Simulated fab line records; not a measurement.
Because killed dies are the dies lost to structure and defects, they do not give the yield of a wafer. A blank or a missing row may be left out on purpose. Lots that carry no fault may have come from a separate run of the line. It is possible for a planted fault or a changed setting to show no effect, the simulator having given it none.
Which tool did it? :: flow sky130 :: 18 wafers sampled from 6 lots at 1 step of a route of 708

## WHAT THE GAUGES READ, wafer by wafer
SKY_POLY_CUT_OVL_MEAS_09.
lot: L714
measured: day 24 11:56
on: overlay-01
POLY_CUT_OVL (nm): 2 -7 0

lot: L716
measured: day 25 11:32
on: overlay-01
POLY_CUT_OVL (nm): -6 0 -4

lot: L719
measured: day 26 16:29
on: overlay-02
POLY_CUT_OVL (nm): 0 6 1

lot: L727
measured: day 29 10:23
on: overlay-01
POLY_CUT_OVL (nm): 2 5 0

lot: L734
measured: day 32 07:05
on: overlay-02
POLY_CUT_OVL (nm): 3 4 2

lot: L736
measured: day 32 17:48
on: overlay-01
POLY_CUT_OVL (nm): -6 -5 -4

## TOOL THAT RAN EACH LOT (tool first, then ch and the chambers of the sampled wafers, then the start)
There is no process step in the record ahead of these readings.

## THE ANSWER, worked out from the rows above alone
Rule: what is usual is taken from the lots themselves. Put in order of their means at a reading, lots are off if they are a third of the lots or fewer, leave a main group of 4 or more, and stand apart from it by a gap of 3 or more times the standard deviation of the main group's means; of several such gaps the widest counts. If all means in a main group match to the digits the tables above print for the reading, that group is not used. Also off: a lot with no number at a reading for which 4 or more lots have one. All remaining lots with rows at the step are treated as sound.
Across all readings shown, no lot is off: no conclusion can be drawn from this.

## WHAT THE SIMULATOR HAD PUT IN
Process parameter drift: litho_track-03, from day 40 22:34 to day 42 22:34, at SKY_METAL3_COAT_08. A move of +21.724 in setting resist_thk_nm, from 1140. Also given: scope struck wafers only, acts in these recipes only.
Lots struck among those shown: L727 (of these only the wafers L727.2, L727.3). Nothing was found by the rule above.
